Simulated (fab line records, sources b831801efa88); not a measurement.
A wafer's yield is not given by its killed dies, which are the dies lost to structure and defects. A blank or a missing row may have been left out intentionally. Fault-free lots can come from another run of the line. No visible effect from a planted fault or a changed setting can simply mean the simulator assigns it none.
The same fault as seen by 2 desks :: flow gf180mcu :: every desk sees just its own numbers, and what lay behind them comes last

## FROM THE METROLOGY DESK
What the gauges read, lot by lot, whatever tool the lot ran on: means of the sampled wafers that have a number. Any lot whose mean is over 4 standard deviations away from the usual mean is out of limits and marked OUT; that distance is given in the brackets.
Columns: A = DNWELL_TW at GF_DNWELL_TW_MEAS_09, usual 1342; B = NWELL_OVL at GF_NWELL_OVL_MEAS_07, usual 0.2 nm
lot: L110
first seen here: day 2 23:58
A: 1343
B: -0.7

lot: L115
first seen here: day 4 02:37
A: 1325
B: 1.2

lot: L116
first seen here: day 4 07:07
A: 1371
B: 0.2

lot: L121
first seen here: day 5 09:59
A: 1327
B: 1.0

lot: L123
first seen here: day 5 21:55
A: 1327
B: 1.0

lot: L124
first seen here: day 6 02:13
A: 1377
B: 2.4
This desk's finding: nothing out of limits on any of the 6 lots.

## THE TOOL OWNER'S DESK: implanter-02
For each lot that ran on this tool, the mean over its sampled wafers that have a number, from the tool's own readings at GF_NWELL_IMPLANT_09. Any lot whose mean is over 4 standard deviations away from the usual mean is out of limits and marked OUT; that distance is given in the brackets.
Columns: A = beam_energy_keV at GF_NWELL_IMPLANT_09, usual 160.00; B = dose_ions_cm2 at GF_NWELL_IMPLANT_09, usual 4.001e+12
lot: L110
first seen here: day 3 13:03
A: 159.97
B: 4.001e+12

lot: L115
first seen here: day 4 15:55
A: 164.43 (+87) OUT
B: 4.000e+12

lot: L116
first seen here: day 4 19:49
A: 164.55 (+89) OUT
B: 3.994e+12
This desk's verdict: out of limits on L115, L116, starting with L115 at day 4 15:55 (beam_energy_keV at GF_NWELL_IMPLANT_09). Within limits: L110.

## ALL TOGETHER
An alarm could have come from the tool owner's desk at day 4 15:55, on L115, L116.
Nothing out of limits was seen by the metrology desk.
The metrology desk has L115, L116 on record, within its limits.
Of the lots named, all ran GF_NWELL_IMPLANT_09 on implanter-02.

## WHAT THE SIMULATOR HAD PUT IN
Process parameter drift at GF_NWELL_IMPLANT_09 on implanter-02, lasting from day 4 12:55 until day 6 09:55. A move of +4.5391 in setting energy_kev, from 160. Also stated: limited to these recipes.
Struck lots among those shown: L115, L116.
How many hours passed from the start of the fault until each desk's first out-of-limits reading: the tool owner's desk, 3.
